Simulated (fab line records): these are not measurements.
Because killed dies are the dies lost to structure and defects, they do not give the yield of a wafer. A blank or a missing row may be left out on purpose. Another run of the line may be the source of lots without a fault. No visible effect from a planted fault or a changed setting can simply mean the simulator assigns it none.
Matching of chambers	flow gf180mcu	GF_V2_CMP_04 on cmp-02 has 4 sister chambers
The step polishes SiO2. 4 wafers are shown with their chamber, then 10 later ones without.

## WAFERS PAIRED WITH THEIR CHAMBERS
wafer	chamber	motor-current-A (A)
L383.5	2	12.7
L389.2	3	12.1
L393.1	1	12.3
L393.5	0	10.5

## WAFERS MISSING THEIR CHAMBER
wafer	motor-current-A (A)
L393.6	11.9
L394.1	11.9
L394.4	12.3
L394.5	11.3
L395.4	11.5
L395.5	11.8
L395.6	10.6
L397.1	11.6
L397.3	12.9
L397.5	10.8

## THE CHAMBER EACH PASSED THROUGH
wafer	from the rows above	in truth
L393.6	can't be placed: 3 or 1 or 2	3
L394.1	can't be placed: 3 or 1 or 2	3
L394.4	can't be placed: 1 or 3 or 2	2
L394.5	can't be placed: 3 or 0 or 1 or 2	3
L395.4	can't be placed: 3 or 1 or 0 or 2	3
L395.5	can't be placed: 3 or 1 or 2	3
L395.6	0	0
L397.1	can't be placed: 3 or 1 or 0 or 2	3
L397.3	can't be placed: 2 or 1 or 3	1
L397.5	0	0
Correctly placed: 2 of 10. Not placeable from these rows: 8 (in 8, the candidates include the true chamber). Wrongly placed: 0.
How it was worked out, from the rows above alone: a wafer's distance from a chamber is the root of the sum, over the readings, of the square of ((its reading less the chamber's mean) divided by the reading's scatter). The wafer belongs to the nearest chamber; if the next one is less than 2 further off, it can't be placed. Each chamber's mean is taken over the wafers shown for it. The scatter: root of mean squared gap, hidden wafer to nearest shown wafer, with one shown wafer a chamber.
